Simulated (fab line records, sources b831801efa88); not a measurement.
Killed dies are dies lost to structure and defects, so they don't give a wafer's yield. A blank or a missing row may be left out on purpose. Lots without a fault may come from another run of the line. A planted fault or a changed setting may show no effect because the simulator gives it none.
Which tool did it? | flow sky130 | 13 lots, 39 wafers sampled, at 3 steps of a route of 708

WHAT THE GAUGES READ, wafer by wafer
SKY_GATE_OXIDE_OVL_MEAS_10. Usual: GATE_OXIDE_OVL 0.2 nm, standard deviation 1.5.
lot  | measured     | on         | GATE_OXIDE_OVL (nm) | flag
L288 | day 14 05:03 | overlay-02 | -1.1 -0.3 -1.5      |
L289 | day 14 05:35 | overlay-02 | -1.2 -1.3 -1.1      |
L290 | day 14 06:51 | overlay-02 | -0.3 -1.1 -1.1      |
L293 | day 15 12:22 | overlay-02 | -3.1 -2.2 -3.3      |
L294 | day 16 21:42 | overlay-01 | -1.9 0.4 -3.7       |
L295 | day 16 22:48 | overlay-01 | 0.5 0.0 -0.6        |
L297 | day 17 17:05 | overlay-02 | 2.9 0.5 0.0         |
L296 | day 17 21:05 | overlay-02 | -0.8 1.2 2.2        |
L299 | day 18 01:51 | overlay-02 | -0.5 -0.2 0.1       |
L306 | day 20 07:50 | overlay-02 | -1.6 -0.5 -0.2      |
L307 | day 20 09:46 | overlay-01 | -0.6 0.0 -0.7       |
L310 | day 21 16:50 | overlay-02 | 1.5 -0.3 0.3        |
L311 | day 21 16:52 | overlay-01 | 0.0 -0.3 0.4        |

SKY_POLY_GATE_OVL_MEAS_14. Usual: POLY_GATE_OVL -1 nm, standard deviation 5.7.
lot  | measured     | on         | POLY_GATE_OVL (nm) | flag
L288 | day 16 20:35 | overlay-01 | 2 3 0              |
L289 | day 16 20:41 | overlay-02 | -3 -1 -1           |
L290 | day 16 20:56 | overlay-01 | 4 -4 -4            |
L293 | day 18 03:11 | overlay-01 | 1 -6 -2            |
L294 | day 19 17:40 | overlay-02 | 0 2 -4             |
L295 | day 19 17:47 | overlay-01 | 2 3 -2             |
L297 | day 20 14:56 | overlay-01 | -3 -14 -3          |
L296 | day 20 18:09 | overlay-01 | 5 5 12             |
L299 | day 20 20:56 | overlay-02 | -6 -7 -1           |
L306 | day 23 03:48 | overlay-01 | 2 1 5              |
L307 | day 23 05:22 | overlay-02 | -2 2 2             |
L310 | day 24 10:38 | overlay-01 | -1 -9 -4           |
L311 | day 24 11:46 | overlay-02 | -6 4 -3            |

SKY_POLY_GATE_CD_MEAS_22. Usual: cd_nm 148.6 nm, standard deviation 2.8.
lot  | measured     | on        | cd_nm (nm)        | flag
L288 | day 17 00:26 | cd_sem-01 | 152.3 152.0 147.6 |
L289 | day 17 00:04 | cd_sem-01 | 145.9 146.8 150.2 |
L290 | day 17 00:17 | cd_sem-01 | 147.8 149.7 148.5 |
L293 | day 18 06:22 | cd_sem-01 | 151.0 152.6 152.3 |
L294 | day 19 20:05 | cd_sem-01 | 147.2 148.0 146.9 |
L295 | day 19 20:05 | cd_sem-02 | 148.1 151.1 150.5 |
L297 | day 20 16:40 | cd_sem-02 | 143.4 144.1 144.4 |
L296 | day 20 19:56 | cd_sem-02 | 146.8 150.2 146.4 |
L299 | day 20 22:41 | cd_sem-01 | 147.5 145.9 148.8 |
L306 | day 23 05:35 | cd_sem-02 | 146.0 143.7 147.7 |
L307 | day 23 07:08 | cd_sem-01 | 147.4 149.5 147.7 |
L310 | day 24 12:25 | cd_sem-02 | 148.0 149.1 149.4 |
L311 | day 24 13:37 | cd_sem-01 | 147.1 143.5 147.1 |

WHICH TOOL RAN EACH LOT (tool, then ch and the chambers of the sampled wafers, then the start)
The record holds no process step before these readings.

WHAT THE TOOLS THEMSELVES READ (means of the sampled wafers that have a number; where no wafer has one, the mark that the record gives instead)
The record holds no such reading with a usual standard deviation.

THE ANSWER, worked out from the rows above alone
Rule: a lot is off if the mean of its wafers that have a number lies more than 3 standard deviations from the usual mean. A lot without any number at a reading at which 4 lots or more have one is off too. The other lots that the step has rows for count as sound. The gauges are gone through in route order, then the tools' own readings, and for those a lot's mean is taken as printed above. The first step at which some lot is off is used, and at that step the reading that is off furthest; a lot without a number counts as furthest.
No lot is off at any reading shown: from this, nothing can be told.

WHAT THE SIMULATOR HAD PUT IN
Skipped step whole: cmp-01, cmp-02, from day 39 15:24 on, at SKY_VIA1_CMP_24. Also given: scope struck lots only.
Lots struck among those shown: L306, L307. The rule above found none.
